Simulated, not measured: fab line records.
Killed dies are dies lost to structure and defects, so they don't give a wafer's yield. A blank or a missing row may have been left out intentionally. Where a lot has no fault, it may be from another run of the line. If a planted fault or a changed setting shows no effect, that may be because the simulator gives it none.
fab line records	flow sky130
record: lots: 6	wafers: 16	last-day: 51
route steps=708 shown LI_CONTACT@375 LOCAL_INTERCONNECT@387 PAD_OPEN@708
lots with no fault: from the same line, run without faults
start-h: hours from the record's opening day to when the first of the lot's shown wafers began	wait-h: hours elapsed since this lot's preceding step	" as in the row above	L1.1+2: several wafers, shown together as one row	- value missing, or start not given	* or withheld: withheld	< > ~ a bound
route shown NAME@n: NAME is a module with steps in the file, n the number in the route of the first one	usual: the fault-free wafers' mean and standard deviation	same: alike in all rows	chamber/n: place in a boat	sites: each site's reading	_std_site: their standard deviation	_edge_site: outer sites' mean less inner sites'	radius-mm: for every site, how far away it sits from the centre of the wafer	mask NAME#n: copy n	behind: tool/chamber where the wafer was last shaped	hold: reason for holding the lot/hours on hold/outcome of the hold	device: which transistor (n, p or np) failed to switch	end of line: tests of these same wafers at the route's end	a step given without rows: its recipe and nothing more	killed: dies lost to structure and defects at the first sort, not the wafer's yield	map: per-die view of a wafer (x killed, . not killed, _ where there is no die)
set.NAME: the setting the step ran with; set.NAME@STEP: the setting that earlier step ran with	model.NAME: the simulator's own value behind a step, which no gauge read
a table for each step, a row for each wafer; lots at some steps of the route
services: from which hour (start-h, from the record's first day; less than 0 if before it) a tool's chamber was out of use, for how many hours, and why
== steps ==
step: SKY_LI_CONTACT_OVL_MEAS_13
usual: LI_CONTACT_OVL: -5/6.3
lot.wafer	tool	chamber	start-h	wait-h	LI_CONTACT_OVL[nm]
L629.1	overlay-02	-	717.40	0.1	-15
L629.2	"	-	"	"	-8
L629.6	"	-	"	"	-4
L637.1	overlay-01	-	796.13	0.1	1
L637.5	"	-	"	"	1
L637.6	"	-	"	"	9
L639.3	overlay-01	-	813.44	0.1	-14
L639.4	"	-	"	"	-15
L639.6	"	-	"	"	-13
L641.5	overlay-02	-	834.11	0.0	-8
L641.6	"	-	"	"	-4
L643.3	overlay-02	-	843.14	0.1	3
L643.4	"	-	"	"	11
L649.3	overlay-01	-	872.53	0.1	-15
L649.4	"	-	"	"	-16
L649.6	"	-	"	"	-12
step: SKY_LI_CONTACT_ETCH_14
recipe: chemistry: N2/H2	target: BARC	ion-energy-ev: 200	source-w: 500	bias-w: 100	pressure-mtorr: 30	n2-flow-sccm: 100	h2-flow-sccm: 200	stop-on: SiO2	time-s: 45.9	target-depth-a: 600
usual: drypump-motor-current-A: 5.8/0.4	oes-product-au: 0.855/0.0053	throttle-valve-pct: 13.226/0.0099
lot.wafer	tool	chamber	start-h	wait-h	drypump-motor-current-A	oes-product-au	rf-hours-counter-h	throttle-valve-pct
L629.1	rie-diel-03	3	717.44	0.0	5.1	0.851	10	13.230
L629.2	"	1	"	"	5.5	0.851	8	13.230
L629.6	"	2	"	"	5.6	0.849	-	13.212
L637.1	rie-diel-02	0	796.17	0.0	5.3	0.842	9	13.254
L637.5	"	2	"	"	6.4	0.857	-	13.219
L637.6	"	3	"	"	5.3	0.853	-	13.235
L639.3	rie-diel-01	0	813.47	0.0	5.9	0.852	9	13.217
L639.4	"	1	"	"	5.7	0.853	20	13.231
L639.6	"	1	"	"	5.8	0.848	-	13.239
L641.5	rie-diel-03	0	834.14	0.0	6.0	0.855	-	13.206
L641.6	"	3	"	"	5.1	0.852	-	13.224
L643.3	rie-diel-02	1	843.17	0.0	5.7	0.854	2	13.234
L643.4	"	0	"	"	5.3	0.851	10	13.226
L649.3	rie-diel-01	3	872.56	0.0	6.3	0.854	11	13.250
L649.4	"	2	"	"	6.2	0.858	5	13.240
L649.6	"	3	"	"	6.3	0.860	-	13.230
step: SKY_LI_CONTACT_ETCH_15
recipe: target: PSG	chemistry: C4F8/O2/Ar	stop-on: Si	taper-deg: 4.15	mask-material: KrF-thick	source-w: 1500	bias-w: 1200	pressure-mtorr: 40	c4f8-flow-sccm: withheld	O2_flow_sccm: 6	Ar_flow_sccm: 300	time-s: withheld	target-depth-a: 6000
usual: oes-product-au: 0.837/0.0044
lot.wafer	tool	chamber	start-h	wait-h	oes-product-au
L629.1	rie-diel-03	3	717.48	0.0	0.832
L629.2	"	1	"	"	0.830
L629.6	"	2	"	"	0.834
L637.1	rie-diel-02	0	796.21	0.0	0.830
L637.5	"	2	"	"	0.837
L637.6	"	3	"	"	0.830
L639.3	rie-diel-01	0	813.51	0.0	0.833
L639.4	"	1	"	"	0.839
L639.6	"	1	"	"	0.833
L641.5	rie-diel-03	0	834.20	0.0	0.836
L641.6	"	3	"	"	0.836
L643.3	rie-diel-02	1	843.21	0.0	0.840
L643.4	"	0	"	"	0.840
L649.3	rie-diel-01	3	872.60	0.0	0.832
L649.4	"	2	"	"	0.836
L649.6	"	3	"	"	0.834
step: SKY_LI_CONTACT_STRIP_16
recipe: chemistry: O2/N2	power-w: 1400	pressure-mtorr: 1500	platen-temp-c: withheld	o2-flow-sccm: 3000	n2-flow-sccm: 300	overash-fraction: 0.5
usual: drypump-motor-current-A: 5.8/0.52	o2-flow-sccm: 3000/8.4	oes-product-au: 0.375/0.0045	strip-time-to-endpoint-s: 3.478/0.03
lot.wafer	tool	chamber	start-h	wait-h	drypump-motor-current-A	o2-flow-sccm	oes-product-au	rf-hours-counter-h	strip-time-to-endpoint-s
L629.1	plasma-asher-02	1	717.56	-	4.7	2999	0.368	103	3.530
L629.2	"	0	"	"	6.2	3004	0.373	103	3.482
L629.6	"	1	"	"	4.7	2995	0.373	-	3.495
L637.1	plasma-asher-03	1	796.30	-	6.3	2997	0.375	64	3.502
L637.5	"	1	"	"	6.2	2993	0.382	-	3.487
L637.6	"	0	"	"	5.6	3009	0.384	-	3.497
L639.3	plasma-asher-01	0	813.63	-	5.4	2998	0.378	-	3.479
L639.4	"	1	"	"	6.2	3003	0.369	-	3.468
L639.6	"	0	"	"	5.4	2997	0.372	-	3.453
L641.5	plasma-asher-03	1	834.31	-	6.3	3020	0.370	-	3.467
L641.6	"	0	"	"	5.6	3019	0.379	-	3.553
L643.3	plasma-asher-03	1	843.33	-	6.2	2998	0.374	-	3.512
L643.4	"	0	"	"	5.6	3010	0.378	-	3.492
L649.3	plasma-asher-03	1	872.72	-	6.2	3004	0.374	-	3.506
L649.4	"	0	"	"	5.6	2989	0.377	-	3.450
L649.6	"	1	"	"	6.2	3007	0.379	-	3.505
step: SKY_LI_CONTACT_CLEAN_17
recipe: chemistry: NMP	time-s: 600	temp-c: 60	dry: n2-spin
step: SKY_LI_CONTACT_PRE_CLEAN_18
recipe: gas: Ar	time-s: 5.6	bias-v: 358
step: SKY_LI_CONTACT_SPUTTER_19
recipe: material: Ti	target-thk-nm: 20	chamber-pressure-pa: 5	power-w: 2500	substrate-temp-c: 200	time-s: 106.37
step: SKY_LI_CONTACT_SPUTTER_20
recipe: material: TiN	target-thk-nm: 20	chamber-pressure-pa: 5	power-w: 4000	time-s: 80
usual: throttle-valve-pct: 30.1/0.96
lot.wafer	tool	chamber	start-h	wait-h	throttle-valve-pct
L629.1	pvd-sputter-01	-	717.94	0.0	31.7
L629.2	"	-	"	"	31.1
L629.6	"	-	"	"	31.2
L637.1	pvd-sputter-02	-	796.67	0.0	30.1
L637.5	"	-	"	"	29.6
L637.6	"	-	"	"	30.2
L639.3	pvd-sputter-01	-	813.97	0.0	31.3
L639.4	"	-	"	"	31.8
L639.6	"	-	"	"	31.7
L641.5	pvd-sputter-02	-	834.68	0.0	29.5
L641.6	"	-	"	"	30.5
L643.3	pvd-sputter-04	-	843.67	0.0	30.8
L643.4	"	-	"	"	29.7
L649.3	pvd-sputter-01	-	873.05	0.0	31.2
L649.4	"	-	"	"	31.8
L649.6	"	-	"	"	31.1
step: SKY_LI_CONTACT_CVD_21
recipe: material: W	target-thk-nm: 400	time-s: 120.56	temp-c: 400	pressure-torr: 40
step: SKY_LI_CONTACT_RS_MEAS_22
recipe: thk-meas-gauge: four-point-probe	reads: W_of_LI_CONTACT_CVD_21+TiN_of_LI_CONTACT_SPUTTER_20+Ti_of_LI_CONTACT_SPUTTER_19
usual: LI_CONTACT_W_RS: 0.287/0.0036
lot.wafer	tool	chamber	start-h	wait-h	LI_CONTACT_W_RS[ohm/sq]
L629.1	film-metro-03	-	718.12	0.1	0.289
L629.2	"	-	"	"	0.291
L629.6	"	-	"	"	0.288
L637.1	film-metro-03	-	796.85	0.1	0.289
L637.5	"	-	"	"	0.281
L637.6	"	-	"	"	0.284
L639.3	film-metro-02	-	814.19	0.1	0.288
L639.4	"	-	"	"	0.288
L639.6	"	-	"	"	0.292
L641.5	film-metro-02	-	834.92	0.1	0.289
L641.6	"	-	"	"	0.286
L643.3	film-metro-02	-	843.89	0.1	0.286
L643.4	"	-	"	"	0.290
L649.3	film-metro-01	-	873.28	0.1	0.283
L649.4	"	-	"	"	0.285
L649.6	"	-	"	"	0.280
step: SKY_LI_CONTACT_THK_MEAS_23
recipe: thk-meas-gauge: xrf	reads: W_of_LI_CONTACT_CVD_21
usual: LI_CONTACT_W_THK: 409/5.3
lot.wafer	tool	chamber	start-h	wait-h	LI_CONTACT_W_THK[nm]
L629.1	film-metro-03	-	718.24	0.1	403
L629.2	"	-	"	"	401
L629.6	"	-	"	"	407
L637.1	film-metro-03	-	796.97	0.1	403
L637.5	"	-	"	"	411
L637.6	"	-	"	"	405
L639.3	film-metro-02	-	814.29	0.1	408
L639.4	"	-	"	"	407
L639.6	"	-	"	"	404
L641.5	film-metro-02	-	835.00	0.1	406
L641.6	"	-	"	"	411
L643.3	film-metro-02	-	843.99	0.1	415
L643.4	"	-	"	"	404
L649.3	film-metro-01	-	873.38	0.1	417
L649.4	"	-	"	"	416
L649.6	"	-	"	"	422
step: SKY_LI_CONTACT_CMP_24
recipe: stop-on: PSG	t-overpolish-s: 20	down-force-psi: 3.5	platen-rpm: 60	target-thk-nm: 0	pad-velocity-m-s: 0.94248
step: SKY_LOCAL_INTERCONNECT_SPUTTER_00
recipe: material: TiN	target-thk-nm: 100	temp-c: 300	power-w: 6500	time-s: 83.3	chamber-pressure-pa: 0.4
usual: throttle-valve-pct: 29.3/0.87
lot.wafer	tool	chamber	start-h	wait-h	throttle-valve-pct	model.TiN_of_LOCAL_INTERCONNECT_SPUTTER_00.thk-nm
L629.1	pvd-sputter-02	-	718.60	0.2	29.9	100.8
L629.2	"	-	"	"	29.5	99.12
L629.6	"	-	"	"	29.8	101.3
L637.1	pvd-sputter-03	-	797.33	0.1	29.8	99.49
L637.5	"	-	"	"	29.6	99.78
L637.6	"	-	"	"	30.0	99.61
L639.3	pvd-sputter-02	-	814.63	0.2	29.5	98.6
L639.4	"	-	"	"	29.8	100.2
L639.6	"	-	"	"	30.5	98.19
L641.5	pvd-sputter-03	-	835.35	0.1	30.0	98.65
L641.6	"	-	"	"	30.1	102.5
L643.3	pvd-sputter-03	-	844.33	0.2	28.2	99.65
L643.4	"	-	"	"	30.0	102.1
L649.3	pvd-sputter-02	-	873.72	0.1	28.3	98.49
L649.4	"	-	"	"	29.5	99.03
L649.6	"	-	"	"	29.6	99.6
step: SKY_LOCAL_INTERCONNECT_RS_MEAS_01
recipe: thk-meas-gauge: four-point-probe	reads: TiN_of_LOCAL_INTERCONNECT_SPUTTER_00
usual: LOCAL_INTERCONNECT_TIN_RS: 14.18/0.17
lot.wafer	tool	chamber	start-h	wait-h	LOCAL_INTERCONNECT_TIN_RS[ohm/sq]
L629.1	film-metro-02	-	718.66	0.0	14.04
L629.2	"	-	"	"	14.28
L629.6	"	-	"	"	13.96
L637.1	film-metro-02	-	797.40	0.0	14.21
L637.5	"	-	"	"	14.19
L637.6	"	-	"	"	14.20
L639.3	film-metro-04	-	814.74	0.1	14.35
L639.4	"	-	"	"	14.09
L639.6	"	-	"	"	14.39
L641.5	film-metro-02	-	835.47	0.1	14.36
L641.6	"	-	"	"	13.74
L643.3	film-metro-04	-	844.44	0.1	14.17
L643.4	"	-	"	"	13.80
L649.3	film-metro-02	-	873.82	0.1	14.41
L649.4	"	-	"	"	14.32
L649.6	"	-	"	"	14.18
step: SKY_LOCAL_INTERCONNECT_THK_MEAS_02
recipe: thk-meas-gauge: xrf	reads: TiN_of_LOCAL_INTERCONNECT_SPUTTER_00
usual: LOCAL_INTERCONNECT_TIN_THK: 99.4/1.1
lot.wafer	tool	chamber	start-h	wait-h	LOCAL_INTERCONNECT_TIN_THK[nm]
L629.1	film-metro-02	-	718.78	0.1	100.7
L629.2	"	-	"	"	98.2
L629.6	"	-	"	"	100.5
L637.1	film-metro-02	-	797.52	0.1	99.9
L637.5	"	-	"	"	99.7
L637.6	"	-	"	"	99.6
L639.3	film-metro-04	-	814.84	0.1	98.8
L639.4	"	-	"	"	100.2
L639.6	"	-	"	"	98.2
L641.5	film-metro-02	-	835.55	0.1	98.0
L641.6	"	-	"	"	102.4
L643.3	film-metro-04	-	844.54	0.1	99.3
L643.4	"	-	"	"	101.8
L649.3	film-metro-02	-	873.92	0.1	98.4
L649.4	"	-	"	"	98.6
L649.6	"	-	"	"	99.6
step: SKY_LOCAL_INTERCONNECT_DEHYDRATE_03
recipe: temp-c: 200	time-s: 60
step: SKY_LOCAL_INTERCONNECT_HMDS_04
recipe: prime-time-s: 60	prime-temp-c: 120
step: SKY_LOCAL_INTERCONNECT_COAT_05
recipe: resist: BARC	temp-c: withheld	time-s: withheld	spin-rpm: 3000	resist-thk-nm: 60
step: SKY_LOCAL_INTERCONNECT_COAT_06
recipe: resist: KrF-thick	spin-rpm: 3000	resist-thk-nm: 450
step: SKY_LOCAL_INTERCONNECT_SOFTBAKE_07
recipe: temp-c: 100	time-s: 90	resist: KrF-thick
step: SKY_LOCAL_INTERCONNECT_EXPOSE_08
recipe: mask-id: LI1M	na: 0.8	source-shape: annular	sigma-inner: 0.55	sigma-outer: 0.85	target-cd-nm: 170	dose-mj: 28
step: SKY_LOCAL_INTERCONNECT_PEB_09
recipe: peb-temp-c: withheld	peb-time-s: withheld	resist: KrF-thick
step: SKY_LOCAL_INTERCONNECT_DEVELOP_10
recipe: develop-time-s: 60	resist: KrF-thick	dev-temp-c: 21
step: SKY_LOCAL_INTERCONNECT_CD_MEAS_11
recipe: target-cd-nm: 170
usual: cd-nm: 169.7/1.6
lot.wafer	tool	chamber	start-h	wait-h	cd-nm
L629.1	cd-sem-02	-	749.84	-	168.4
L629.2	"	-	"	"	169.5
L629.6	"	-	"	"	171.8
L637.1	cd-sem-01	-	823.48	-	169.2
L637.5	"	-	"	"	169.7
L637.6	"	-	"	"	169.3
L639.3	cd-sem-02	-	841.09	-	171.8
L639.4	"	-	"	"	170.1
L639.6	"	-	"	"	171.0
L641.5	cd-sem-02	-	862.46	-	169.3
L641.6	"	-	"	"	168.6
L643.3	cd-sem-01	-	870.90	-	170.2
L643.4	"	-	"	"	170.0
L649.3	cd-sem-01	-	900.24	-	171.8
L649.4	"	-	"	"	171.1
L649.6	"	-	"	"	173.4
step: SKY_LOCAL_INTERCONNECT_OVL_MEAS_12
usual: LOCAL_INTERCONNECT_OVL: 5/5
lot.wafer	tool	chamber	start-h	wait-h	LOCAL_INTERCONNECT_OVL[nm]
L629.1	overlay-02	-	749.96	0.1	9
L629.2	"	-	"	"	9
L629.6	"	-	"	"	6
L637.1	overlay-02	-	823.60	0.1	12
L637.5	"	-	"	"	12
L637.6	"	-	"	"	10
L639.3	overlay-01	-	841.21	0.1	14
L639.4	"	-	"	"	6
L639.6	"	-	"	"	7
L641.5	overlay-02	-	862.53	0.0	5
L641.6	"	-	"	"	2
L643.3	overlay-01	-	871.00	0.1	0
L643.4	"	-	"	"	9
L649.3	overlay-01	-	900.33	0.1	-2
L649.4	"	-	"	"	11
L649.6	"	-	"	"	8
step: SKY_LOCAL_INTERCONNECT_ETCH_13
recipe: chemistry: N2/H2	target: BARC	ion-energy-ev: 200	bias-w: 100	pressure-mtorr: 30	n2-flow-sccm: 100	h2-flow-sccm: 200	icp-w: 500	stop-on: SiO2	time-s: 45.9	target-depth-a: 600
usual: drypump-motor-current-A: 5.5/0.48	oes-product-au: 0.855/0.0049	throttle-valve-pct: 13.224/0.0089
lot.wafer	tool	chamber	start-h	wait-h	drypump-motor-current-A	oes-product-au	rf-hours-counter-h	throttle-valve-pct
L629.1	rie-metal-04	0	750.00	0.0	5.3	0.846	16	13.215
L629.2	"	1	"	"	5.5	0.857	6	13.215
L629.6	"	0	"	"	5.3	0.844	-	13.224
L637.1	rie-metal-02	0	823.64	0.0	6.1	0.859	14	13.211
L637.5	"	1	"	"	5.6	0.853	-	13.218
L637.6	"	0	"	"	6.1	0.858	-	13.232
L639.3	rie-metal-04	0	841.26	0.0	5.3	0.859	-	13.217
L639.4	"	1	"	"	5.5	0.858	-	13.223
L639.6	"	0	"	"	5.3	0.860	-	13.241
L641.5	rie-metal-04	0	862.58	0.0	5.3	0.847	-	13.234
L641.6	"	1	"	"	5.5	0.856	-	13.229
L643.3	rie-metal-03	1	871.04	0.0	4.7	0.856	-	13.219
L643.4	"	0	"	"	5.8	0.854	-	13.231
L649.3	rie-metal-03	0	900.37	0.0	5.8	0.858	-	13.240
L649.4	"	1	"	"	4.7	0.850	-	13.222
L649.6	"	0	"	"	5.8	0.863	-	13.219
step: SKY_LOCAL_INTERCONNECT_METAL_ETCH_14
recipe: target-depth-nm: 110	stop-on: PSG	chemistry: Cl2/BCl3	target: TiN	resist-sidewall-deg: 88	pressure-mtorr: 10	icp-w: 900	bias-w: 48.5	Cl2_flow_sccm: 60	bcl3-flow-sccm: 30	time-s: 31.4
usual: drypump-motor-current-A: 5.5/0.48	oes-product-au: 0.940/0.0081	throttle-valve-pct: 21.902/0.011
lot.wafer	tool	chamber	start-h	wait-h	drypump-motor-current-A	oes-product-au	rf-hours-counter-h	throttle-valve-pct	model.etch.depth-nm	model.LOCAL_INTERCONNECT.feature-depth-nm
L629.1	rie-metal-04	0	750.06	0.0	5.4	0.949	16	21.899	100.8	100.8
L629.2	"	1	"	"	5.5	0.931	6	21.896	99.12	99.12
L629.6	"	0	"	"	5.3	0.950	-	21.892	101.3	101.3
L637.1	rie-metal-02	0	823.70	0.0	6.1	0.936	14	21.894	99.49	99.49
L637.5	"	1	"	"	5.6	0.940	-	21.896	99.78	99.78
L637.6	"	0	"	"	6.1	0.937	-	21.895	99.61	99.61
L639.3	rie-metal-04	0	841.31	0.0	5.3	0.931	-	21.914	98.6	98.6
L639.4	"	1	"	"	5.6	0.945	-	21.895	100.2	100.2
L639.6	"	0	"	"	5.3	0.931	-	21.915	98.19	98.19
L641.5	rie-metal-04	0	862.63	0.0	5.3	0.936	-	21.895	98.65	98.65
L641.6	"	1	"	"	5.5	0.960	-	21.899	102.5	102.5
L643.3	rie-metal-03	1	871.10	0.0	4.6	0.945	-	21.899	99.65	99.65
L643.4	"	0	"	"	5.8	0.957	-	21.902	102.1	102.1
L649.3	rie-metal-03	0	900.43	0.0	5.8	0.926	-	21.915	98.49	98.49
L649.4	"	1	"	"	4.7	0.932	-	21.902	99.03	99.03
L649.6	"	0	"	"	5.8	0.947	-	21.903	99.6	99.6
step: SKY_LOCAL_INTERCONNECT_STRIP_15
recipe: chemistry: O2/N2	power-w: 1400	pressure-mtorr: 1500	platen-temp-c: withheld	o2-flow-sccm: 3000	n2-flow-sccm: 300	overash-fraction: 0.5
step: SKY_LOCAL_INTERCONNECT_STRIP_16
recipe: chemistry: post-etch-residue-remover	time-s: 1200	temp-c: 72.5
lot.wafer	tool	chamber	start-h	wait-h	model.TiN_of_LOCAL_INTERCONNECT_SPUTTER_00.thk-nm
L629.1	wet-bench-01	3	750.22	0.1	100.4
L629.2	"	3	"	"	98.7
L629.6	"	3	"	"	100.9
L637.1	wet-bench-04	3	823.85	0.1	99.07
L637.5	"	3	"	"	99.36
L637.6	"	3	"	"	99.19
L639.3	wet-bench-01	0	841.48	0.0	98.18
L639.4	"	0	"	"	99.77
L639.6	"	0	"	"	97.77
L641.5	wet-bench-04	3	862.75	0.0	98.23
L641.6	"	3	"	"	102.1
L643.3	wet-bench-01	1	871.23	0.0	99.23
L643.4	"	1	"	"	101.7
L649.3	wet-bench-01	0	900.57	0.0	98.06
L649.4	"	0	"	"	98.6
L649.6	"	0	"	"	99.17
step: SKY_LOCAL_INTERCONNECT_CLEAN_17
recipe: chemistry: IPA	time-s: 180	temp-c: 25
step: SKY_PAD_OPEN_PROBE_99
usual: killed_at_M0_to_M3: 43/7	killed_at_M4_up: 3.1/1.5	killed-at-contacts: 23/4.9	killed-at-front-end: 16/3.9	killed-at-other: 0.3/0.52	killed-dies: 86/8.2	killed-open: 47/6.1	killed-short: 38/5.8
same: gross-dies: 492	killed-at-back-side: 0
lot.wafer	tool	chamber	start-h	wait-h	killed_at_M0_to_M3	killed_at_M4_up	killed-at-contacts	killed-at-front-end	killed-at-other	killed-dies	killed-open	killed-short	model.etest.res-li.line-ohm-um	model.etest.res-li.rs-ohm-sq
L629.1	prober-01	-	1119.60	0.1	46	4	25	10	0	85	57	27	74.5	12.66
L629.2	prober-01	-	1119.65	0.1	41	3	30	17	0	91	43	48	75.59	12.99
L629.6	prober-01	-	1119.85	0.2	49	2	29	12	0	92	60	32	73.3	12.58
L637.1	prober-01	-	1175.08	0.1	32	3	25	10	0	70	43	27	76.24	12.79
L637.5	prober-01	-	1175.28	0.2	40	2	24	12	0	78	46	32	74.61	12.88
L637.6	prober-01	-	1175.33	0.2	31	6	33	16	1	87	50	37	75.62	12.8
L639.3	prober-01	-	1185.82	0.2	48	1	24	16	1	90	51	39	75.39	12.93
L639.4	prober-01	-	1185.87	0.2	41	3	17	10	0	71	40	31	74.36	12.67
L639.6	prober-01	-	1185.97	0.2	52	3	20	9	0	84	46	38	76.47	13.06
L641.5	prober-01	-	1201.36	0.2	41	4	22	17	1	85	53	31	76.35	12.9
L641.6	prober-01	-	1201.41	0.2	23	4	25	19	0	71	40	31	73.56	12.39
L643.3	prober-01	-	1206.50	0.2	44	2	23	18	0	87	42	45	75.57	12.81
L643.4	prober-01	-	1206.55	0.2	44	5	14	19	0	82	50	32	72.68	12.52
L649.3	prober-02	-	1223.25	0.2	34	4	26	19	0	83	40	43	74.66	12.95
L649.4	prober-02	-	1223.30	0.2	46	2	25	14	0	87	48	39	75.48	12.9
L649.6	prober-02	-	1223.40	0.2	48	5	19	10	0	82	40	42	73.62	12.86
killed by level:class
L629.1 VIA1:geometric-particle:open=14 LI_CONTACT:geometric-particle:open=9 VIA3:geometric-particle:open=8 VIA2:geometric-particle:open=8 CONTACT:geometric-particle:open=7 METAL2:geometric-particle:short=5 CONTACT:geometric-particle:short=4 METAL1:geometric-particle:short=4
L629.2 LI_CONTACT:geometric-particle:open=9 CONTACT:geometric-particle:open=8 METAL1:geometric-particle:short=8 VIA1:geometric-particle:open=8 METAL2:geometric-particle:short=6 FIELD_ISO:geometric-particle:open=5 VIA3:geometric-particle:short=5 CONTACT:geometric-particle:short=5
L629.6 CONTACT:geometric-particle:open=15 VIA1:geometric-particle:open=15 VIA2:geometric-particle:open=9 FIELD_ISO:geometric-particle:open=6 VIA3:geometric-particle:open=6 LOCAL_INTERCONNECT:geometric-particle:short=5 LI_CONTACT:geometric-particle:open=4 CONTACT:geometric-particle:short=4
L637.1 CONTACT:geometric-particle:open=10 LI_CONTACT:geometric-particle:open=7 VIA1:geometric-particle:open=7 CONTACT:geometric-particle:short=5 FIELD_ISO:geometric-particle:short=4 METAL1:geometric-particle:short=4 VIA2:geometric-particle:open=4 METAL2:geometric-particle:short=4
L637.5 LI_CONTACT:geometric-particle:open=10 VIA2:geometric-particle:open=9 VIA1:geometric-particle:open=9 LOCAL_INTERCONNECT:geometric-particle:short=7 VIA3:geometric-particle:short=5 CONTACT:geometric-particle:short=4 VIA3:geometric-particle:open=4 FIELD_ISO:geometric-particle:open=3
L637.6 CONTACT:geometric-particle:open=11 LI_CONTACT:geometric-particle:open=8 VIA2:geometric-particle:open=8 METAL4:geometric-particle:short=6 VIA1:geometric-particle:open=6 VIA3:geometric-particle:open=6 LOCAL_INTERCONNECT:geometric-particle:short=5 CONTACT:geometric-particle:short=5
L639.3 CONTACT:geometric-particle:open=12 VIA3:geometric-particle:open=10 VIA2:geometric-particle:open=8 CONTACT:geometric-particle:short=6 METAL1:geometric-particle:short=6 VIA1:geometric-particle:short=6 VIA1:geometric-particle:open=6 FIELD_ISO:geometric-particle:short=4
L639.4 VIA2:geometric-particle:open=8 METAL1:geometric-particle:short=8 CONTACT:geometric-particle:open=7 VIA1:geometric-particle:open=7 LI_CONTACT:geometric-particle:open=4 VIA2:geometric-particle:short=4 VIA3:geometric-particle:open=4 POLY_CUT:geometric-particle:open=3
L639.6 VIA3:geometric-particle:open=11 VIA1:geometric-particle:open=9 LI_CONTACT:geometric-particle:open=8 METAL1:geometric-particle:short=8 CONTACT:geometric-particle:open=6 METAL3:geometric-particle:short=6 FIELD_ISO:geometric-particle:short=5 VIA2:geometric-particle:open=5
L641.5 VIA1:geometric-particle:open=13 FIELD_ISO:geometric-particle:open=7 LI_CONTACT:geometric-particle:open=7 CONTACT:geometric-particle:open=6 VIA2:geometric-particle:open=5 LOCAL_INTERCONNECT:geometric-particle:short=4 METAL1:geometric-particle:open=4 METAL1:geometric-particle:short=4
L641.6 CONTACT:geometric-particle:open=10 POLY_GATE:geometric-particle:short=6 VIA3:geometric-particle:open=6 POLY_GATE:geometric-particle:open=5 FIELD_ISO:geometric-particle:open=4 LI_CONTACT:geometric-particle:open=4 CONTACT:geometric-particle:short=4 VIA1:geometric-particle:open=4
L643.3 LI_CONTACT:geometric-particle:open=9 VIA3:geometric-particle:open=9 METAL2:geometric-particle:short=8 VIA2:geometric-particle:open=8 CONTACT:geometric-particle:short=7 VIA1:geometric-particle:open=7 METAL1:geometric-particle:short=6 POLY_GATE:geometric-particle:short=5
L643.4 VIA2:geometric-particle:open=14 CONTACT:geometric-particle:open=6 METAL3:geometric-particle:short=5 VIA3:geometric-particle:open=5 FIELD_ISO:geometric-particle:open=4 POLY_GATE:geometric-particle:open=4 METAL1:geometric-particle:short=4 VIA1:geometric-particle:open=4
L649.3 CONTACT:geometric-particle:open=11 METAL1:geometric-particle:short=8 LI_CONTACT:geometric-particle:open=6 LOCAL_INTERCONNECT:geometric-particle:short=6 METAL2:geometric-particle:short=5 POLY_GATE:geometric-particle:open=4 POLY_GATE:geometric-particle:short=4 VIA1:geometric-particle:open=4
L649.4 VIA1:geometric-particle:open=11 CONTACT:geometric-particle:open=9 METAL2:geometric-particle:short=7 LI_CONTACT:geometric-particle:open=6 CONTACT:geometric-particle:short=5 METAL1:geometric-particle:short=5 METAL3:geometric-particle:short=5 FIELD_ISO:geometric-particle:open=4
L649.6 VIA1:geometric-particle:open=14 METAL1:geometric-particle:short=10 LI_CONTACT:geometric-particle:open=7 CONTACT:geometric-particle:short=5 METAL4:geometric-particle:short=5 VIA1:geometric-particle:short=4 CONTACT:geometric-particle:open=4 VIA3:geometric-particle:open=4
== services ==
tool	chamber	start-h	hours	kind
pvd-sputter-04	-	723.78	1.9	repair
rie-diel-03	0	725.29	1.2	repair
plasma-asher-03	-	725.99	1.6	repair
wet-bench-01	-	733.00	1.9	pm
plasma-asher-02	-	733.75	9.0	pm
pvd-sputter-04	-	741.99	3.3	repair
pvd-sputter-02	-	745.58	1.9	repair
pvd-sputter-01	-	752.03	0.8	repair
pvd-sputter-01	-	754.70	7.4	repair
rie-metal-03	0	756.70	1.1	repair
rie-metal-03	1	760.46	7.8	repair
plasma-asher-03	-	763.29	14.6	pm
wet-bench-01	-	764.68	2.0	repair
plasma-asher-02	-	766.30	76.3	repair
pvd-sputter-02	-	772.23	1.0	repair
rie-diel-03	-	796.17	4.5	repair
plasma-asher-02	-	845.56	7.7	repair
rie-diel-01	2	847.22	11.1	repair
rie-diel-03	2	862.19	1.9	repair
pvd-sputter-03	-	868.93	1.1	repair
rie-diel-02	1	871.97	12.6	repair
plasma-asher-02	-	874.53	15.6	pm
plasma-asher-01	-	884.84	2.0	repair
rie-diel-01	-	890.82	0.4	repair
== key ==
first-sign none at tools or gauges
model-effect: step: SKY_LOCAL_INTERCONNECT_SPUTTER_00	value: TiN_of_LOCAL_INTERCONNECT_SPUTTER_00.thk-nm	without: 99.37	struck: 102.3
model-effect: step: SKY_LOCAL_INTERCONNECT_METAL_ETCH_14	value: etch.depth-nm	without: 99.37	struck: 102.3
model-effect: step: SKY_LOCAL_INTERCONNECT_STRIP_16	value: TiN_of_LOCAL_INTERCONNECT_SPUTTER_00.thk-nm	without: 98.95	struck: 101.9
model-effect: step: SKY_PAD_OPEN_PROBE_99	value: etest.res-li.line-ohm-um	without: 75.29	struck: 73.12
met-at SKY_LOCAL_INTERCONNECT_SPUTTER_00
struck-wafers L641.6,L643.4
tester-left-out L641,L643
onset-between 797.33 835.35
fault: kind: process-parameter-drift	tool: pvd-sputter-03	chamber: -	onset-h: 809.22	steps: SKY_LOCAL_INTERCONNECT_SPUTTER_00	channel: time-s	offset: *	shape: step	end-h: 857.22	scope: struck-wafers-only	acts-in: *	stated: *
tester-left-out: of these lots the tester's yield and bins aren't shown, on N5 and GAA mostly nor the transistor test; their killed dies are dies lost to structure and defects alone, not to doping, threshold or leakage, so they don't give the yield
